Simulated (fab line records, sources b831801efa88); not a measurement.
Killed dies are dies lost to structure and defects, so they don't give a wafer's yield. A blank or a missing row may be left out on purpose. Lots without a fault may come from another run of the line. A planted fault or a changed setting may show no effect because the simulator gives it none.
Chamber matching | flow sfq_line | SFQ_TRILAYER_I5_BARC_OPEN_VIA_ETCH_200 on rie_diel-03: 4 sister chambers
The step etches BARC in O2, target depth 125 nm, time 41.7 s. 14 wafers are shown with their chamber, then 7 later ones without.

WAFERS WITH THEIR CHAMBER
wafer  | chamber | drypump_motor_current_A (A) | oes_product_au (a.u.)
L907.1 | 1       | 5.6                         | 0.687
L907.2 | 0       | 6.5                         | 0.683
L907.4 | 1       | 5.6                         | 0.674
L909.1 | 0       | 6.4                         | 0.682
L909.3 | 1       | 5.6                         | 0.688
L909.4 | 2       | 6.4                         | 0.688
L911.2 | 0       | 6.4                         | 0.686
L911.3 | 2       | 6.3                         | 0.682
L911.6 | 2       | 6.3                         | 0.684
L913.1 | 0       | 6.4                         | 0.690
L913.2 | 2       | 6.4                         | 0.695
L913.6 | 2       | 6.4                         | 0.679
L916.1 | 3       | 5.0                         | 0.681
L916.5 | 2       | 6.4                         | 0.686

SIGNATURES (means of the wafers above)
reading                 | chamber 0 | chamber 1 | chamber 2 | chamber 3 | scatter within a chamber
drypump_motor_current_A | 6.425     | 5.600     | 6.367     | 5.000     | 0.0456
oes_product_au          | 0.68525   | 0.68300   | 0.68567   | 0.68100   | 0.0056
Rule: a wafer's distance from a chamber is the root of the sum, over the readings, of the square of ((its reading less the chamber's mean) divided by the reading's scatter). The wafer belongs to the nearest chamber; if the next one is less than 2 further off, it can't be placed. The scatter: the root of (the sum of the squares of (reading less its chamber's mean) over the shown wafers, divided by (wafers less chambers)).

WAFERS WITHOUT THEIR CHAMBER
wafer  | drypump_motor_current_A (A) | oes_product_au (a.u.)
L916.6 | 5.0                         | 0.684
L920.1 | 6.4                         | 0.687
L920.2 | 6.4                         | 0.682
L920.3 | 5.6                         | 0.688
L922.2 | 6.4                         | 0.683
L922.4 | 5.6                         | 0.677
L922.5 | 5.6                         | 0.685

WHICH CHAMBER EACH WENT THROUGH
wafer  | from the rows above     | in truth
L916.6 | 3                       | 3
L920.1 | can't be placed: 0 or 2 | 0
L920.2 | can't be placed: 0 or 2 | 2
L920.3 | 1                       | 1
L922.2 | can't be placed: 0 or 2 | 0
L922.4 | 1                       | 1
L922.5 | 1                       | 1
Placed correctly: 4 of 7. Can't be placed from these rows: 3 (the true chamber is among the candidates in 3). Placed wrongly: 0.
